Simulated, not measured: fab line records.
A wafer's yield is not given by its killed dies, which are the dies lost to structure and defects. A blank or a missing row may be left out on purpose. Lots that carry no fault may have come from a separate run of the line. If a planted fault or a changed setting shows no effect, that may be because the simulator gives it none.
Which of the tools did it? -- flow sky130 -- 24 lots with 72 wafers sampled at 5 steps, on a route of 708 steps

## WHAT THE GAUGES READ, wafer by wafer
SKY_LOCAL_INTERCONNECT_CD_MEAS_11: target cd 170 nm. Usual: 170.4 nm for cd nm, sd 1.4.
lot,measured,on,cd nm (nm),flag
L074,day 30 04:40,cd sem-01,170.8 171.3 171.4,
L075,day 30 14:10,cd sem-02,169.9 169.6 169.3,
L076,day 31 02:30,cd sem-01,169.9 169.7 168.1,
L077,day 31 02:59,cd sem-01,169.8 168.9 168.8,
L078,day 31 10:59,cd sem-01,172.1 172.1 172.0,
L079,day 32 02:49,cd sem-02,172.5 170.9 170.9,
L080,day 32 04:54,cd sem-01,172.1 170.2 173.3,
L081,day 32 12:56,cd sem-02,171.9 172.9 172.9,
L082,day 32 16:53,cd sem-01,168.4 169.1 167.7,
L083,day 33 09:04,cd sem-01,171.2 169.2 169.3,
L084,day 33 14:26,cd sem-01,169.8 169.5 171.1,
L085,day 33 15:34,cd sem-02,171.3 170.7 169.5,
L086,day 34 08:58,cd sem-02,170.0 171.6 169.7,
L087,day 34 16:52,cd sem-01,171.9 171.0 171.4,
L088,day 34 22:58,cd sem-02,171.9 170.0 167.8,
L089,day 36 20:14,cd sem-02,168.7 167.9 170.4,
L090,day 36 20:59,cd sem-02,170.9 170.9 170.2,
L092,day 36 23:19,cd sem-02,172.1 172.6 171.9,
L093,day 37 01:42,cd sem-01,169.5 169.7 170.5,
L091,day 37 02:03,cd sem-02,173.8 170.5 171.3,
L095,day 37 03:28,cd sem-01,168.9 167.9 168.9,
L094,day 37 05:22,cd sem-01,172.0 171.3 172.1,
L096,day 37 06:58,cd sem-02,170.0 170.6 171.8,
L097,day 37 17:04,cd sem-01,168.2 168.8 168.4,

SKY_METAL2_OVL_MEAS_16. Usual: METAL2_OVL 1 nm, standard deviation 4.7.
lot,measured,on,METAL2_OVL (nm),flag
L074,day 34 22:26,overlay-02,14 6 8,
L075,day 35 07:47,overlay-01,7 -3 0,
L076,day 35 18:37,overlay-01,1 0 3,
L077,day 35 19:53,overlay-01,3 2 6,
L078,day 36 05:14,overlay-01,2 -2 0,
L079,day 36 18:32,overlay-01,-1 3 -11,
L080,day 36 20:42,overlay-02,5 7 -4,
L081,day 37 04:32,overlay-02,4 -4 -2,
L082,day 37 07:54,overlay-02,0 6 0,
L083,day 37 23:08,overlay-01,-5 10 11,
L084,day 38 03:53,overlay-01,5 5 3,
L085,day 38 04:49,overlay-01,7 5 4,
L086,day 38 17:59,overlay-02,-8 1 -7,
L087,day 39 04:32,overlay-01,2 1 6,
L088,day 39 08:23,overlay-01,5 10 5,
L089,day 41 00:02,overlay-01,-1 -5 5,
L090,day 41 04:33,overlay-02,-4 -10 -8,
L092,day 41 06:35,overlay-02,8 5 -2,
L093,day 41 08:40,overlay-01,2 4 1,
L091,day 41 08:44,overlay-02,-1 -4 -4,
L095,day 41 09:47,overlay-02,1 4 -1,
L094,day 41 10:29,overlay-02,-9 -5 -1,
L096,day 41 13:05,overlay-02,3 0 5,
L097,day 41 20:26,overlay-02,1 -3 3,

SKY_VIA2_BOW_MEAS_03. Usual: VIA2_BOW 87 um, standard deviation 7.3.
lot,measured,on,VIA2_BOW (um),flag
L074,day 34 23:46,film metro-03,85 92 95,
L075,day 35 09:07,film metro-03,90 82 81,
L076,day 35 19:56,film metro-01,93 79 93,
L077,day 35 21:16,film metro-01,91 91 79,
L078,day 36 06:34,film metro-01,89 89 92,
L079,day 36 20:01,film metro-01,92 88 83,
L080,day 36 22:01,film metro-01,87 78 76,
L081,day 37 05:59,film metro-03,79 82 71,
L082,day 37 09:13,film metro-03,84 84 89,
L083,day 38 00:29,film metro-03,79 89 78,
L084,day 38 05:14,film metro-01,89 88 86,
L085,day 38 06:08,film metro-03,95 86 98,
L086,day 38 19:22,film metro-02,78 74 87,
L087,day 39 05:51,film metro-02,90 92 98,
L088,day 39 09:41,film metro-02,105 95 81,
L089,day 41 01:20,film metro-02,85 82 92,
L090,day 41 05:52,film metro-01,88 86 81,
L092,day 41 07:53,film metro-03,76 89 80,
L093,day 41 09:58,film metro-01,88 96 94,
L091,day 41 10:02,film metro-02,70 82 82,
L095,day 41 11:19,film metro-01,91 96 93,
L094,day 41 11:50,film metro-03,77 90 82,
L096,day 41 14:37,film metro-01,82 89 82,
L097,day 41 21:44,film metro-03,77 77 83,

SKY_VIA2_CD_MEAS_12: target cd 200 nm. Usual: 200.0 nm for cd nm, sd 1.5.
lot,measured,on,cd nm (nm),flag
L074,day 36 01:36,cd sem-01,200.1 200.0 199.8,
L075,day 36 11:24,cd sem-01,196.2 199.9 197.5,
L076,day 36 22:13,cd sem-02,198.8 198.2 198.8,
L077,day 36 23:50,cd sem-02,199.1 198.9 198.7,
L078,day 37 08:14,cd sem-02,200.0 200.7 199.7,
L079,day 37 19:53,cd sem-02,200.5 198.9 201.3,
L080,day 37 22:18,cd sem-01,198.3 198.0 198.6,
L081,day 38 05:04,cd sem-02,200.3 199.8 199.1,
L082,day 38 07:41,cd sem-01,199.1 199.4 198.7,
L083,day 38 23:01,cd sem-02,199.9 200.2 199.0,
L084,day 39 05:52,cd sem-02,199.6 198.4 198.7,
L085,day 39 06:11,cd sem-02,197.4 198.7 197.4,
L086,day 39 21:08,cd sem-02,200.1 200.0 200.2,
L087,day 40 06:29,cd sem-02,200.9 201.5 200.4,
L088,day 40 10:06,cd sem-02,199.4 200.6 201.0,
L089,day 42 00:58,cd sem-02,200.4 200.4 198.7,
L090,day 42 04:56,cd sem-02,201.5 201.3 201.3,
L092,day 42 07:08,cd sem-02,199.3 200.5 199.9,
L093,day 42 09:13,cd sem-01,201.5 200.6 199.9,
L091,day 42 09:24,cd sem-02,202.8 202.9 201.1,
L095,day 42 11:10,cd sem-01,200.9 200.7 201.2,
L094,day 42 11:31,cd sem-01,200.3 200.1 200.1,
L096,day 42 13:55,cd sem-01,201.9 203.2 203.3,
L097,day 42 20:40,cd sem-02,200.1 200.1 200.4,

## WHAT TOOL EACH LOT RAN ON (gives the tool, then ch and the chambers of the sampled wafers, and finally the start)
lot,SKY_VIA1_ETCH_14
L074,"rie diel-01 ch 1,2,3, day 33 18:16"
L075,"rie diel-01 ch 2,3, day 34 04:07"
L076,"rie diel-04 ch 1,2,3, day 34 14:55"
L077,"rie diel-03 ch 0,1,3, day 34 15:28"
L078,"rie diel-03 ch 1,2, day 35 00:22"
L079,"rie diel-03 ch 0,2, day 35 14:25"
L080,"rie diel-04 ch 0,3, day 35 17:28"
L081,"rie diel-01 ch 0,3, day 36 00:52"
L082,"rie diel-04 ch 0,1,3, day 36 04:55"
L083,"rie diel-01 ch 0,2,3, day 36 22:01"
L084,"rie diel-01 ch 0,3, day 37 03:07"
L085,"rie diel-03 ch 1,2,3, day 37 03:28"
L086,"rie diel-03 ch 0,1, day 37 18:55"
L087,"rie diel-04 ch 0,3, day 38 01:49"
L088,"rie diel-04 ch 0,2,3, day 38 06:37"
L089,"rie diel-01 ch 0,3, day 39 23:01"
L090,"rie diel-03 ch 0,1, day 40 03:25"
L092,"rie diel-03 ch 0,1, day 40 04:49"
L093,"rie diel-01 ch 0,2,3, day 40 06:50"
L091,"rie diel-04 ch 1,2,3, day 40 07:16"
L095,"rie diel-01 ch 0,2,3, day 40 08:13"
L094,"rie diel-03 ch 1,3, day 40 09:10"
L096,"rie diel-03 ch 0,2,3, day 40 11:47"
L097,"rie diel-03 ch 1,2,3, day 40 19:34"
- SKY_VIA1_ETCH_14: etches BARC in N2/H2, stops on SiO2, time 45.9 s, target depth 60 nm.

## AS READ BY THE TOOLS THEMSELVES (means over the sampled wafers that have a number; for cases with no such wafer, the mark the record gives instead)
SKY_VIA1_ETCH_14. Usual: drypump motor current A 5.7 A, standard deviation 0.44; oes product au 0.854 a.u., standard deviation 0.0043; throttle valve pct 13.225 %, standard deviation 0.0096.
lot,tool,drypump motor current A (A),oes product au (a.u.),throttle valve pct (%),flag
L074,rie diel-01,5.2,0.858,13.227,
L075,rie diel-01,5.5,0.856,13.216,
L076,rie diel-04,5.9,0.855,13.232,
L077,rie diel-03,5.6,0.850,13.226,
L078,rie diel-03,5.9,0.856,13.235,
L079,rie diel-03,5.9,0.855,13.225,
L080,rie diel-04,5.7,0.856,13.218,
L081,rie diel-01,6.0,0.857,13.223,
L082,rie diel-04,5.8,0.854,13.230,
L083,rie diel-01,5.6,0.851,13.221,
L084,rie diel-01,6.0,0.856,13.223,
L085,rie diel-03,5.8,0.851,13.211,
L086,rie diel-03,5.6,0.848,13.233,
L087,rie diel-04,5.7,0.853,13.228,
L088,rie diel-04,5.8,0.853,13.221,
L089,rie diel-01,6.0,0.857,13.224,
L090,rie diel-03,5.7,0.857,13.231,
L092,rie diel-03,5.7,0.854,13.231,
L093,rie diel-01,5.6,0.852,13.211,
L091,rie diel-04,6.0,0.854,13.219,
L095,rie diel-01,5.6,0.854,13.227,
L094,rie diel-03,5.5,0.854,13.222,
L096,rie diel-03,5.8,0.859,13.224,
L097,rie diel-03,5.8,0.853,13.221,

## THE ANSWER, worked out from the rows above alone
Rule: lot off if the mean of its wafers having a number is beyond 3 standard deviations from the usual mean. A lot without any number at a reading at which 4 lots or more have one is off too. The other lots that the step has rows for count as sound. First the gauges in route order, then the tools' own readings, where a lot's mean is used as printed above. The first step at which some lot is off is used, and at that step the reading that is off furthest; a lot without a number counts as furthest.
Across all readings shown, no lot is off: no conclusion can be drawn from this.

## WHAT THE SIMULATOR HAD PUT IN
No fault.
